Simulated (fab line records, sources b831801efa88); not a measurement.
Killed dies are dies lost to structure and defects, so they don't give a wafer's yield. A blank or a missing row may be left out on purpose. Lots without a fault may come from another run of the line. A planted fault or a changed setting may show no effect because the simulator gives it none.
A struck lot beside a sound one | flow sky130 | 17 steps out of a route of 708
Sound: wafers L368.1, L368.4, L368.5. Struck: wafers L377.1, L377.3, L377.5. The cause comes at the end.
At each step with rows: each side's tool, then ch and its chambers, then its first start. Under that, the readings that differ: sound wafers | struck wafers | difference of the means | sigmas: that difference in standard deviations of wafers without a fault.
alike: readings whose means differ by less than 2 such deviations, and words and numbers that are the same on both sides. not compared: withheld readings, readings that some wafer has no value for, bounds like >300 that may hide the same value, and numbers for which the record gives no deviation and whose values overlap.
The two part at a step that has a row with sigmas, a row that says differs or no value, or rows on one side only. Numbers that don't overlap but have no deviation are shown without sigmas and don't part them. A reading that every wafer of one side lacks parts them only if that side has two wafers or more.

SKY_LI_CONTACT_CMP_02: polishes PSG.
  sound on cmp-01 ch 1,2, day 27 16:34; struck on cmp-02 ch 0,2,3, day 30 23:09
  alike: motor_current_A, time_to_endpoint_s
SKY_LI_CONTACT_BOW_MEAS_03:
  sound on film_metro-04, day 27 16:52; struck on film_metro-01, day 30 23:21
  alike: LI_CONTACT_BOW
then, 8 steps without rows for these wafers: SKY_LI_CONTACT_DEHYDRATE_04 (time 60 s); SKY_LI_CONTACT_HMDS_05 (prime time 60 s); SKY_LI_CONTACT_COAT_06 (resist thk 60 nm); SKY_LI_CONTACT_COAT_07 (resist thk 450 nm); SKY_LI_CONTACT_SOFTBAKE_08 (time 90 s); SKY_LI_CONTACT_EXPOSE_09 (exposes mask LICM1, target cd 170 nm); SKY_LI_CONTACT_PEB_10; SKY_LI_CONTACT_DEVELOP_11 (develop time 60 s).
SKY_LI_CONTACT_CD_MEAS_12: target cd 170 nm.
  sound on cd_sem-02, day 28 20:51; struck on cd_sem-02, day 32 03:20
  alike: cd_nm
SKY_LI_CONTACT_OVL_MEAS_13:
  sound on overlay-01, day 28 20:58; struck on overlay-02, day 32 03:27
  alike: LI_CONTACT_OVL
SKY_LI_CONTACT_ETCH_14: etches BARC in N2/H2, stops on SiO2, time 45.9 s, target depth 60 nm.
  sound on rie_diel-02 ch 0,1,2, day 28 21:00; struck on rie_diel-04 ch 1,3, day 32 03:29
  no value came back on the struck wafers for any of 6 readings (bias_w (W), chamber_pressure_mTorr (mTorr) and others); on the sound wafers bias_w (W) reads 100.01 99.93 100.34
  reading                                           | sound             | struck          | difference | sigmas
  model.KrF-thick_of_LI_CONTACT_COAT_07.thk_nm (nm) | 391.8 391.8 391.9 | 436.7 435.1 437 | +44.4      |
  not compared: rf_hours_counter_h
SKY_LI_CONTACT_ETCH_15: etches PSG in C4F8/O2/Ar, stops on Si, target depth 600 nm.
  sound on rie_diel-02 ch 0,1,2, day 28 21:02; struck on rie_diel-04 ch 1,3, day 32 03:32
  reading                                           | sound             | struck            | difference | sigmas
  oes_product_au (a.u.)                             | 0.838 0.832 0.827 | 0.374 0.373 0.373 | -0.459     | -99 or more
  model.KrF-thick_of_LI_CONTACT_COAT_07.thk_nm (nm) | 232.1 232.8 231.5 | 274.2 273 274.9   | +41.9      |
  alike: bias_w, chamber_pressure_mTorr
SKY_LI_CONTACT_STRIP_16: strips in O2/N2.
  sound on plasma_asher-01 ch 1, day 28 21:08; struck on plasma_asher-01 ch 0,1, day 32 03:37
  reading                      | sound             | struck            | difference | sigmas
  oes_product_au (a.u.)        | 0.377 0.373 0.374 | 0.393 0.390 0.399 | +0.019     | +4
  strip_time_to_endpoint_s (s) | 3.496 3.511 3.485 | 3.956 3.945 3.962 | +0.457     | +18
  alike: drypump_motor_current_A, o2_flow_sccm
  not compared: rf_hours_counter_h
then, 1 step without rows for these wafers: SKY_LI_CONTACT_CLEAN_17 (cleans in NMP, time 600 s).
-- the record jumps here: 16 days lie between the struck wafers' starts before and after (it left off in module LI_CONTACT and takes up again in module PAD_OPEN, whose first step shown is number 708 of the route) --
SKY_PAD_OPEN_PROBE_99:
  sound on prober-01, day 45 15:27; struck on prober-02, day 48 02:35
  reading            | sound     | struck      | difference | sigmas
  killed_at_M0_to_M3 | 49 43 48  | 185 208 223 | +159       | +21
  killed_at_M4_up    | 5 4 4     | 74 59 55    | +58        | +31
  killed_at_contacts | 30 26 17  | 162 169 155 | +138       | +25
  killed_at_other    | 1 0 0     | 54 43 51    | +49        | +91
  killed_dies        | 102 88 82 | 492 492 492 | +401       | +40
  killed_on_rim      | 23 16 16  | 96 96 96    | +78        | +19
  alike: killed_at_front_end, killed_open, killed_short

WHERE THEY PART
First at SKY_LI_CONTACT_ETCH_14; last, within this record, at SKY_PAD_OPEN_PROBE_99.

WHY: what the simulator had put in
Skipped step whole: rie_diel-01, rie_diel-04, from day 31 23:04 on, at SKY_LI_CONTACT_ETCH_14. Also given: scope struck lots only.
